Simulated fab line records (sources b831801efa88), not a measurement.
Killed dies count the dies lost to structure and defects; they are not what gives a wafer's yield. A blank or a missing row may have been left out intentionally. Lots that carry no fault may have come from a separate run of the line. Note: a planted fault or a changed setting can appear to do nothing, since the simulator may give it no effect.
Check for tools in common :: flow sky130 :: 10 lots, 36 wafers sampled

## REASON FOR OPENING
SKY_SD_N_TW_MEAS_12, reading SD_N_TW: flagged on 2 of 10 lots. Fault-free wafers read 3977, with a standard deviation of 36.
Rule: a lot is flagged when every wafer of it that has a number lies more than 4 standard deviations from that mean, or none has a number. The rest of the lots are taken to be sound.

lot: L629
measured: day 28 00:32
on: film_metro-04
SD_N_TW, wafer by wafer: 3925 3910 3935
flag: 

lot: L633
measured: day 29 19:31
on: film_metro-02
SD_N_TW, wafer by wafer: 4026 4008 4016
flag: 

lot: L635
measured: day 30 13:10
on: film_metro-02
SD_N_TW, wafer by wafer: 4023 4015 4019
flag: 

lot: L638
measured: day 31 12:46
on: film_metro-03
SD_N_TW, wafer by wafer: 3966 3943 3934
flag: 

lot: L639
measured: day 31 21:19
on: film_metro-02
SD_N_TW, wafer by wafer: 4029 4017 4013
flag: 

lot: L644
measured: day 33 04:26
on: film_metro-03
SD_N_TW, wafer by wafer: 3728 3749 3719 3707 3709 3712
flag: FLAGGED

lot: L645
measured: day 33 16:14
on: film_metro-03
SD_N_TW, wafer by wafer: 3998 4003 3978
flag: 

lot: L646
measured: day 33 21:47
on: film_metro-03
SD_N_TW, wafer by wafer: 3726 3738 3731 3710 3714 3732
flag: FLAGGED

lot: L649
measured: day 35 05:58
on: film_metro-03
SD_N_TW, wafer by wafer: 3966 3970 3994
flag: 

lot: L651
measured: day 35 13:40
on: film_metro-03
SD_N_TW, wafer by wafer: 3994 3968 3995
flag: 
On average the flagged lots' numbers are 3723, which is -254 against the usual, or -7 standard deviations.

## LOT BY LOT: THE TOOL USED
The record holds 3 process steps before the reading, out of a route of 708 steps. Read each cell as the tool, then ch plus the chambers that the sampled wafers visited, then the start.
lot: L629
flag: 
SKY_LDD_HVN_STRIP_09: plasma_asher-01 ch 0,1, day 20 09:38
SKY_SD_N_IMPLANT_09: implanter-01 ch 0, day 28 00:08
SKY_SD_N_STRIP_11: plasma_asher-01 ch 0,1, day 28 00:26

lot: L633
flag: 
SKY_LDD_HVN_STRIP_09: plasma_asher-04 ch 0,1, day 22 09:48
SKY_SD_N_IMPLANT_09: implanter-01 ch 0, day 29 19:07
SKY_SD_N_STRIP_11: plasma_asher-01 ch 0,1, day 29 19:25

lot: L635
flag: 
SKY_LDD_HVN_STRIP_09: plasma_asher-04 ch 0,1, day 23 04:11
SKY_SD_N_IMPLANT_09: implanter-02 ch 0, day 30 12:46
SKY_SD_N_STRIP_11: plasma_asher-04 ch 0,1, day 30 13:04

lot: L638
flag: 
SKY_LDD_HVN_STRIP_09: plasma_asher-02 ch 0,1, day 24 04:15
SKY_SD_N_IMPLANT_09: implanter-02 ch 0, day 31 12:22
SKY_SD_N_STRIP_11: plasma_asher-04 ch 0,1, day 31 12:40

lot: L639
flag: 
SKY_LDD_HVN_STRIP_09: plasma_asher-01 ch 0,1, day 24 15:05
SKY_SD_N_IMPLANT_09: implanter-01 ch 0, day 31 20:56
SKY_SD_N_STRIP_11: plasma_asher-03 ch 0,1, day 31 21:13

lot: L644
flag: FLAGGED
SKY_LDD_HVN_STRIP_09: plasma_asher-01 ch 0,1, day 25 23:20
SKY_SD_N_IMPLANT_09: implanter-01 ch 0, day 33 04:02
SKY_SD_N_STRIP_11: plasma_asher-03 ch 0,1, day 33 04:19

lot: L645
flag: 
SKY_LDD_HVN_STRIP_09: plasma_asher-02 ch 0,1, day 26 13:08
SKY_SD_N_IMPLANT_09: implanter-03 ch 0, day 33 15:50
SKY_SD_N_STRIP_11: plasma_asher-04 ch 0,1, day 33 16:08

lot: L646
flag: FLAGGED
SKY_LDD_HVN_STRIP_09: plasma_asher-04 ch 0,1, day 26 20:19
SKY_SD_N_IMPLANT_09: implanter-01 ch 0, day 33 21:25
SKY_SD_N_STRIP_11: plasma_asher-03 ch 0,1, day 33 21:42

lot: L649
flag: 
SKY_LDD_HVN_STRIP_09: plasma_asher-01 ch 0,1, day 28 07:26
SKY_SD_N_IMPLANT_09: implanter-03 ch 0, day 35 05:34
SKY_SD_N_STRIP_11: plasma_asher-04 ch 0,1, day 35 05:52

lot: L651
flag: 
SKY_LDD_HVN_STRIP_09: plasma_asher-04 ch 0, day 28 17:38
SKY_SD_N_IMPLANT_09: implanter-03 ch 0, day 35 13:16
SKY_SD_N_STRIP_11: plasma_asher-04 ch 0,1, day 35 13:34
What is done by these steps:
- SKY_LDD_HVN_STRIP_09: strips in O2/N2.
- SKY_SD_N_IMPLANT_09
- SKY_SD_N_STRIP_11: strips in O2/N2.
- SKY_SD_N_TW_MEAS_12

## FLAGGED AGAINST TOTAL, ONE TOOL AT A TIME (gauges that did the reading follow at the end)
step: SKY_LDD_HVN_STRIP_09
tool: plasma_asher-01
lots run: 4
flagged: 1
share of the flagged lots: some
sound lots run after its first flagged lot: 1 (L649)

step: SKY_LDD_HVN_STRIP_09
tool: plasma_asher-02
lots run: 2
flagged: 0
share of the flagged lots: none
sound lots run after its first flagged lot: -

step: SKY_LDD_HVN_STRIP_09
tool: plasma_asher-04
lots run: 4
flagged: 1
share of the flagged lots: some
sound lots run after its first flagged lot: 1 (L651)

step: SKY_SD_N_IMPLANT_09
tool: implanter-01
lots run: 5
flagged: 2
share of the flagged lots: all
sound lots run after its first flagged lot: 0

step: SKY_SD_N_IMPLANT_09
tool: implanter-02
lots run: 2
flagged: 0
share of the flagged lots: none
sound lots run after its first flagged lot: -

step: SKY_SD_N_IMPLANT_09
tool: implanter-03
lots run: 3
flagged: 0
share of the flagged lots: none
sound lots run after its first flagged lot: -

step: SKY_SD_N_STRIP_11
tool: plasma_asher-01
lots run: 2
flagged: 0
share of the flagged lots: none
sound lots run after its first flagged lot: -

step: SKY_SD_N_STRIP_11
tool: plasma_asher-03
lots run: 3
flagged: 2
share of the flagged lots: all
sound lots run after its first flagged lot: 0

step: SKY_SD_N_STRIP_11
tool: plasma_asher-04
lots run: 5
flagged: 0
share of the flagged lots: none
sound lots run after its first flagged lot: -

step: SKY_SD_N_TW_MEAS_12
tool: film_metro-02
lots run: 3
flagged: 0
share of the flagged lots: none
sound lots run after its first flagged lot: -

step: SKY_SD_N_TW_MEAS_12
tool: film_metro-03
lots run: 6
flagged: 2
share of the flagged lots: all
sound lots run after its first flagged lot: 3 (L645,L649,L651)

step: SKY_SD_N_TW_MEAS_12
tool: film_metro-04
lots run: 1
flagged: 0
share of the flagged lots: none
sound lots run after its first flagged lot: -

## WHAT THE TABLE ALLOWS
Every flagged lot was run by 3 rows of the table: implanter-01 at SKY_SD_N_IMPLANT_09, plasma_asher-03 at SKY_SD_N_STRIP_11 and film_metro-03 at SKY_SD_N_TW_MEAS_12.
- implanter-01 at SKY_SD_N_IMPLANT_09 ran 5 lots, 2 of them flagged. It ran its last sound lot, L639, at day 31 20:56 and its first flagged lot, L644, at day 33 04:02: a fault with its onset between the two fits. Its own readings (beam_energy_keV) fall more than 4 standard deviations out on all wafers of the flagged lots.
- plasma_asher-03 at SKY_SD_N_STRIP_11 ran 3 lots, 2 of them flagged. It ran its last sound lot, L639, at day 31 21:13 and its first flagged lot, L644, at day 33 04:19: a fault with its onset between the two fits. Its own readings (oes_product_au, strip_time_to_endpoint_s) fall more than 4 standard deviations out on all wafers of the flagged lots.
- film_metro-03 at SKY_SD_N_TW_MEAS_12 ran 6 lots, 2 of them flagged. After the first flagged lot (L645, L649, L651), sound lots still ran on it; a lasting fault on the whole tool would not permit that.
These 2 tools cannot be told apart by counting lots, since each of them fits a fault that started at some hour. More lots, or a look at what each step does to the wafer, might.

## WHAT THE SIMULATOR HAD INSERTED
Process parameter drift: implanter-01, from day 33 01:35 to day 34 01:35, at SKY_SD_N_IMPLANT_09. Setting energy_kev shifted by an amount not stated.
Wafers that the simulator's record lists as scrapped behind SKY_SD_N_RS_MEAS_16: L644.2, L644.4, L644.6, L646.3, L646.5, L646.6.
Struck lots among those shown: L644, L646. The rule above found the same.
